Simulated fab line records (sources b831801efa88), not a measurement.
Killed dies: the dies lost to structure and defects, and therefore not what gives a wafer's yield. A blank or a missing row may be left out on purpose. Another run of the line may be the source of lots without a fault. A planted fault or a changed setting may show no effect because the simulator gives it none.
The tool behind it: which one? / flow gf180mcu / Sampling: 14 lots, 41 wafers, 6 of 602 route steps

== WHAT EACH GAUGE READ, for each wafer ==
GF_POLY_GATE_CD_MEAS_10: target cd 280 nm. Usual: cd nm reads 280.5 nm (standard deviation 1.1).
lot=L284; measured=day 9 08:28; on=cd sem-02; cd nm (nm)=279.7 280.9 280.5; flag=
lot=L285; measured=day 9 17:37; on=cd sem-01; cd nm (nm)=280.1 280.2 281.5; flag=
lot=L286; measured=day 10 02:51; on=cd sem-01; cd nm (nm)=280.9 281.2 281.8; flag=
lot=L289; measured=day 10 11:21; on=cd sem-01; cd nm (nm)=281.5 279.7 281.1; flag=
lot=L290; measured=day 11 00:49; on=cd sem-01; cd nm (nm)=279.7 279.4 279.9; flag=
lot=L291; measured=day 11 12:13; on=cd sem-01; cd nm (nm)=278.6 280.0; flag=
lot=L292; measured=day 11 16:12; on=cd sem-01; cd nm (nm)=280.7 280.5 280.1; flag=
lot=L293; measured=day 11 19:30; on=cd sem-01; cd nm (nm)=279.7 281.2 278.9; flag=
lot=L294; measured=day 12 04:26; on=cd sem-01; cd nm (nm)=281.6 283.1 282.4; flag=
lot=L296; measured=day 12 19:45; on=cd sem-02; cd nm (nm)=280.9 280.7 279.7; flag=
lot=L297; measured=day 13 01:04; on=cd sem-02; cd nm (nm)=279.8 278.9 279.6; flag=
lot=L305; measured=day 15 10:44; on=cd sem-02; cd nm (nm)=279.2 278.3 278.5; flag=
lot=L306; measured=day 15 20:04; on=cd sem-02; cd nm (nm)=280.7 279.7 279.6; flag=
lot=L307; measured=day 16 02:26; on=cd sem-01; cd nm (nm)=278.6 278.9 279.4; flag=

GF_HV_LDD_TW_MEAS_11. Usual: HV_LDD_TW gives 2407 (standard deviation 34).
lot=L284; measured=day 10 05:16; on=film metro-01; HV_LDD_TW=2409 2397 2391; flag=
lot=L285; measured=day 10 13:19; on=film metro-03; HV_LDD_TW=2390 2381 2367; flag=
lot=L286; measured=day 10 23:55; on=film metro-01; HV_LDD_TW=2403 2393 2399; flag=
lot=L289; measured=day 11 08:59; on=film metro-01; HV_LDD_TW=2382 2370 2381; flag=
lot=L290; measured=day 11 22:37; on=film metro-01; HV_LDD_TW=2374 2380 2391; flag=
lot=L291; measured=day 12 10:01; on=film metro-03; HV_LDD_TW=2377 2374; flag=
lot=L292; measured=day 12 13:13; on=film metro-01; HV_LDD_TW=2386 2391 2381; flag=
lot=L293; measured=day 12 16:25; on=film metro-03; HV_LDD_TW=2380 2403 2376; flag=
lot=L294; measured=day 13 01:55; on=film metro-04; HV_LDD_TW=2442 2442 2452; flag=
lot=L296; measured=day 13 17:34; on=film metro-01; HV_LDD_TW=30 30 30; flag=OFF
lot=L297; measured=day 13 22:55; on=film metro-04; HV_LDD_TW=31 30 31; flag=OFF
lot=L305; measured=day 16 10:46; on=film metro-03; HV_LDD_TW=2384 2368 2362; flag=
lot=L306; measured=day 16 20:37; on=film metro-03; HV_LDD_TW=2363 2385 2387; flag=
lot=L307; measured=day 17 02:59; on=film metro-04; HV_LDD_TW=2445 2450 2457; flag=

GF_HV_LDD_OVL_MEAS_20. Usual: HV_LDD_01_OVL gives -0.7 nm (standard deviation 1.3).
lot=L284; measured=day 10 22:44; on=overlay-02; HV_LDD_01_OVL (nm)=0.6 0.8 2.2; flag=
lot=L285; measured=day 11 07:07; on=overlay-01; HV_LDD_01_OVL (nm)=-1.1 -3.4 -3.3; flag=
lot=L286; measured=day 11 18:31; on=overlay-01; HV_LDD_01_OVL (nm)=-0.1 -1.7 0.3; flag=
lot=L289; measured=day 12 04:18; on=overlay-02; HV_LDD_01_OVL (nm)=-1.3 -1.8 -1.8; flag=
lot=L290; measured=day 12 17:44; on=overlay-01; HV_LDD_01_OVL (nm)=-2.1 -1.6 -1.8; flag=
lot=L291; measured=day 13 05:28; on=overlay-02; HV_LDD_01_OVL (nm)=-1.4 0.2; flag=
lot=L292; measured=day 13 08:43; on=overlay-02; HV_LDD_01_OVL (nm)=-0.6 -0.9 -0.4; flag=
lot=L293; measured=day 13 12:34; on=overlay-02; HV_LDD_01_OVL (nm)=-0.3 -2.2 -2.5; flag=
lot=L294; measured=day 13 21:46; on=overlay-02; HV_LDD_01_OVL (nm)=-1.6 -0.6 -1.3; flag=
lot=L296; measured=day 14 14:02; on=overlay-02; HV_LDD_01_OVL (nm)=-0.9 0.2 -1.7; flag=
lot=L297; measured=day 14 19:50; on=overlay-02; HV_LDD_01_OVL (nm)=-0.7 0.5 -3.3; flag=
lot=L305; measured=day 17 09:19; on=overlay-01; HV_LDD_01_OVL (nm)=0.8 -0.2 -0.7; flag=
lot=L306; measured=day 17 19:44; on=overlay-02; HV_LDD_01_OVL (nm)=-1.1 -0.8 -1.1; flag=
lot=L307; measured=day 18 02:26; on=overlay-02; HV_LDD_01_OVL (nm)=-0.3 0.0 2.2; flag=

GF_HV_LDD_RS_MEAS_53: a four-point-probe measurement. Usual: HV_LDD_RS gives 418.8 ohm/sq (standard deviation 0.99).
lot=L284; measured=day 12 14:06; on=film metro-03; HV_LDD_RS (ohm/sq)=417.4 418.2 417.9; flag=
lot=L285; measured=day 12 22:32; on=film metro-04; HV_LDD_RS (ohm/sq)=418.1 418.1 419.1; flag=
lot=L286; measured=day 13 11:15; on=film metro-01; HV_LDD_RS (ohm/sq)=418.7 418.9 419.4; flag=
lot=L289; measured=day 13 21:42; on=film metro-01; HV_LDD_RS (ohm/sq)=419.8 419.3 419.9; flag=
lot=L290; measured=day 14 11:12; on=film metro-03; HV_LDD_RS (ohm/sq)=419.1 417.2 416.1; flag=
lot=L291; measured=day 15 00:11; on=film metro-03; HV_LDD_RS (ohm/sq)=416.2 417.4; flag=
lot=L292; measured=day 15 02:23; on=film metro-03; HV_LDD_RS (ohm/sq)=419.0 418.8 420.1; flag=
lot=L293; measured=day 15 06:11; on=film metro-01; HV_LDD_RS (ohm/sq)=419.3 418.2 420.5; flag=
lot=L294; measured=day 15 16:47; on=film metro-01; HV_LDD_RS (ohm/sq)=420.1 420.0 420.4; flag=
lot=L296; measured=day 16 11:14; on=film metro-01; HV_LDD_RS (ohm/sq)=882.7 882.0 882.6; flag=OFF
lot=L297; measured=day 16 16:15; on=film metro-03; HV_LDD_RS (ohm/sq)=881.9 882.2 882.8; flag=OFF
lot=L305; measured=day 19 11:05; on=film metro-01; HV_LDD_RS (ohm/sq)=420.1 419.7 419.5; flag=
lot=L306; measured=day 19 21:24; on=film metro-03; HV_LDD_RS (ohm/sq)=417.7 417.5 417.4; flag=
lot=L307; measured=day 20 04:37; on=film metro-04; HV_LDD_RS (ohm/sq)=418.7 419.6 418.9; flag=

== WHICH TOOL RAN EACH LOT (tool, then ch and the chambers of the sampled wafers, then the start) ==
lot=L284; GF_VT_IMPLANT_STRIP_42=plasma asher-04 ch 0,1, day 7 16:47; GF_HV_LDD_IMPLANT_09=implanter-01 ch 0, day 10 05:02
lot=L285; GF_VT_IMPLANT_STRIP_42=plasma asher-04 ch 0,1, day 8 01:23; GF_HV_LDD_IMPLANT_09=implanter-04 ch 0, day 10 13:04
lot=L286; GF_VT_IMPLANT_STRIP_42=plasma asher-02 ch 0,1, day 8 10:11; GF_HV_LDD_IMPLANT_09=implanter-03 ch 0, day 10 23:40
lot=L289; GF_VT_IMPLANT_STRIP_42=plasma asher-04 ch 0,1, day 8 18:11; GF_HV_LDD_IMPLANT_09=implanter-03 ch 0, day 11 08:47
lot=L290; GF_VT_IMPLANT_STRIP_42=plasma asher-04 ch 0,1, day 9 06:59; GF_HV_LDD_IMPLANT_09=implanter-04 ch 0, day 11 22:23
lot=L291; GF_VT_IMPLANT_STRIP_42=plasma asher-02 ch 0,1, day 9 17:11; GF_HV_LDD_IMPLANT_09=implanter-04 ch 0, day 12 09:46
lot=L292; GF_VT_IMPLANT_STRIP_42=plasma asher-03 ch 0,1, day 9 21:29; GF_HV_LDD_IMPLANT_09=implanter-03 ch 0, day 12 12:58
lot=L293; GF_VT_IMPLANT_STRIP_42=plasma asher-02 ch 0,1, day 10 01:38; GF_HV_LDD_IMPLANT_09=implanter-03 ch 0, day 12 16:10
lot=L294; GF_VT_IMPLANT_STRIP_42=plasma asher-03 ch 0,1, day 10 08:32; GF_HV_LDD_IMPLANT_09=implanter-01 ch 0, day 13 01:40
lot=L296; GF_VT_IMPLANT_STRIP_42=plasma asher-03 ch 0,1, day 10 23:26; GF_HV_LDD_IMPLANT_09=implanter-04, day 13 17:19
lot=L297; GF_VT_IMPLANT_STRIP_42=plasma asher-03 ch 1, day 11 05:17; GF_HV_LDD_IMPLANT_09=implanter-03, day 13 22:41
lot=L305; GF_VT_IMPLANT_STRIP_42=plasma asher-02 ch 0,1, day 13 11:44; GF_HV_LDD_IMPLANT_09=implanter-04 ch 0, day 16 10:31
lot=L306; GF_VT_IMPLANT_STRIP_42=plasma asher-03 ch 0,1, day 13 17:08; GF_HV_LDD_IMPLANT_09=implanter-04 ch 0, day 16 20:23
lot=L307; GF_VT_IMPLANT_STRIP_42=plasma asher-02 ch 0,1, day 14 02:13; GF_HV_LDD_IMPLANT_09=implanter-04 ch 0, day 17 02:46
- GF_VT_IMPLANT_STRIP_42: strips in O2/N2.
- GF_HV_LDD_IMPLANT_09

== AS READ BY THE TOOLS THEMSELVES (means over the sampled wafers that have a number; for cases with no such wafer, the mark the record gives instead) ==
GF_VT_IMPLANT_STRIP_42. Usual: drypump motor current A 6.0 A, standard deviation 0.43; heater power w 337 W, standard deviation 14; oes product au 0.715 a.u., standard deviation 0.0048; strip time to endpoint s 12.61 s, standard deviation 0.041.
lot=L284; tool=plasma asher-04; drypump motor current A (A)=6.4; heater power w (W)=330; oes product au (a.u.)=0.711; strip time to endpoint s (s)=12.66; flag=
lot=L285; tool=plasma asher-04; drypump motor current A (A)=6.1; heater power w (W)=327; oes product au (a.u.)=0.714; strip time to endpoint s (s)=12.62; flag=
lot=L286; tool=plasma asher-02; drypump motor current A (A)=6.0; heater power w (W)=343; oes product au (a.u.)=0.716; strip time to endpoint s (s)=12.52; flag=
lot=L289; tool=plasma asher-04; drypump motor current A (A)=6.4; heater power w (W)=334; oes product au (a.u.)=0.714; strip time to endpoint s (s)=12.67; flag=
lot=L290; tool=plasma asher-04; drypump motor current A (A)=6.1; heater power w (W)=329; oes product au (a.u.)=0.714; strip time to endpoint s (s)=12.65; flag=
lot=L291; tool=plasma asher-02; drypump motor current A (A)=5.9; heater power w (W)=352; oes product au (a.u.)=0.711; strip time to endpoint s (s)=12.65; flag=
lot=L292; tool=plasma asher-03; drypump motor current A (A)=5.9; heater power w (W)=327; oes product au (a.u.)=0.711; strip time to endpoint s (s)=12.60; flag=
lot=L293; tool=plasma asher-02; drypump motor current A (A)=5.7; heater power w (W)=353; oes product au (a.u.)=0.716; strip time to endpoint s (s)=12.59; flag=
lot=L294; tool=plasma asher-03; drypump motor current A (A)=5.8; heater power w (W)=340; oes product au (a.u.)=0.716; strip time to endpoint s (s)=12.63; flag=
lot=L296; tool=plasma asher-03; drypump motor current A (A)=5.8; heater power w (W)=332; oes product au (a.u.)=0.716; strip time to endpoint s (s)=12.60; flag=
lot=L297; tool=plasma asher-03; drypump motor current A (A)=5.6; heater power w (W)=346; oes product au (a.u.)=0.711; strip time to endpoint s (s)=12.58; flag=
lot=L305; tool=plasma asher-02; drypump motor current A (A)=6.0; heater power w (W)=352; oes product au (a.u.)=0.715; strip time to endpoint s (s)=12.59; flag=
lot=L306; tool=plasma asher-03; drypump motor current A (A)=5.8; heater power w (W)=333; oes product au (a.u.)=0.717; strip time to endpoint s (s)=12.64; flag=
lot=L307; tool=plasma asher-02; drypump motor current A (A)=6.1; heater power w (W)=348; oes product au (a.u.)=0.716; strip time to endpoint s (s)=12.62; flag=

GF_HV_LDD_IMPLANT_09. Usual: beam energy keV 40.000, standard deviation 0.012; beam on s 10.01 s, standard deviation 0.22; faraday current uA 563, standard deviation 12.
lot=L284; tool=implanter-01; beam energy keV=39.996; beam on s (s)=9.95; faraday current uA=567; flag=
lot=L285; tool=implanter-04; beam energy keV=39.987; beam on s (s)=9.96; faraday current uA=567; flag=
lot=L286; tool=implanter-03; beam energy keV=40.027; beam on s (s)=10.02; faraday current uA=564; flag=
lot=L289; tool=implanter-03; beam energy keV=39.993; beam on s (s)=9.92; faraday current uA=568; flag=
lot=L290; tool=implanter-04; beam energy keV=39.991; beam on s (s)=9.84; faraday current uA=572; flag=
lot=L291; tool=implanter-04; beam energy keV=40.003; beam on s (s)=9.88; faraday current uA=572; flag=
lot=L292; tool=implanter-03; beam energy keV=39.999; beam on s (s)=9.88; faraday current uA=571; flag=
lot=L293; tool=implanter-03; beam energy keV=39.988; beam on s (s)=10.06; faraday current uA=558; flag=
lot=L294; tool=implanter-01; beam energy keV=40.006; beam on s (s)=10.02; faraday current uA=561; flag=
lot=L296; tool=implanter-04; beam energy keV=-; beam on s (s)=-; faraday current uA=-; flag=OFF
lot=L297; tool=implanter-03; beam energy keV=-; beam on s (s)=-; faraday current uA=-; flag=OFF
lot=L305; tool=implanter-04; beam energy keV=39.981; beam on s (s)=10.02; faraday current uA=562; flag=
lot=L306; tool=implanter-04; beam energy keV=39.992; beam on s (s)=10.09; faraday current uA=558; flag=
lot=L307; tool=implanter-04; beam energy keV=40.000; beam on s (s)=10.03; faraday current uA=562; flag=

== THE ANSWER, worked out from the rows above alone ==
Rule: a lot counts as off when the mean over its wafers that have a number is more than 3 standard deviations away from the usual mean. Also off: a lot with no number at a reading for which 4 or more lots have one. The other lots that the step has rows for count as sound. The gauges are gone through in route order, then the tools' own readings, and for those a lot's mean is taken as printed above. At the first step where some lot is off, the reading lying furthest off is the one used; lots without a number count as furthest.
Off: at GF_HV_LDD_TW_MEAS_11 (HV_LDD_TW), L296, L297.
A tool fits if, at a process step before that reading, it ran every lot that is off, and no sound lot after the first of them. Not tried: the gauges at GF_HV_LDD_TW_MEAS_11; whatever is off there is also off at GF_HV_LDD_IMPLANT_09, on other tools, and gauge error can't account for it. Not one of the candidates tried fits.

== WHAT THE SIMULATOR PUT IN ==
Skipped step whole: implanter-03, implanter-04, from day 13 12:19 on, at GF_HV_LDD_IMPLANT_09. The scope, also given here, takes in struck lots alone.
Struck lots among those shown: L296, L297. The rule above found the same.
